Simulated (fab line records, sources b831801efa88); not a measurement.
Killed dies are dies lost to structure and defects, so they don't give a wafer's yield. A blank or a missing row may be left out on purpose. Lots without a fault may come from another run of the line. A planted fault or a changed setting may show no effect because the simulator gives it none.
Chamber matching | flow gf180mcu | GF_V3_CMP_26 on cmp-01: 4 sister chambers
The step polishes, stops on SiO2, t overpolish 15 s, target thk 0 nm. 4 wafers are shown with their chamber, then 9 later ones without.

WAFERS WITH THEIR CHAMBER
wafer  | chamber | motor_current_A (A)
L328.2 | 3       | 13.3
L328.4 | 1       | 9.3
L334.2 | 2       | 11.9
L334.6 | 0       | 10.4

WAFERS WITHOUT THEIR CHAMBER
wafer  | motor_current_A (A)
L336.1 | 9.9
L336.4 | 9.4
L336.5 | 9.9
L338.1 | 10.5
L338.5 | 9.6
L338.6 | 13.2
L337.1 | 9.7
L337.2 | 12.4
L337.6 | 12.8

WHICH CHAMBER EACH WENT THROUGH
wafer  | from the rows above     | in truth
L336.1 | can't be placed: 0 or 1 | 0
L336.4 | 1                       | 1
L336.5 | can't be placed: 0 or 1 | 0
L338.1 | 0                       | 0
L338.5 | can't be placed: 1 or 0 | 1
L338.6 | 3                       | 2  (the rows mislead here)
L337.1 | can't be placed: 1 or 0 | 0
L337.2 | can't be placed: 2 or 3 | 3
L337.6 | can't be placed: 3 or 2 | 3
Placed correctly: 2 of 9. Can't be placed from these rows: 6 (the true chamber is among the candidates in 6). Placed wrongly: 1.
How it was worked out, from the rows above alone: a wafer's distance from a chamber is the root of the sum, over the readings, of the square of ((its reading less the chamber's mean) divided by the reading's scatter). The wafer belongs to the nearest chamber; if the next one is less than 2 further off, it can't be placed. A chamber's mean is the mean of its shown wafers. The scatter: with one shown wafer a chamber, the root of the mean of the squares of how far each hidden wafer lies from its nearest shown one.
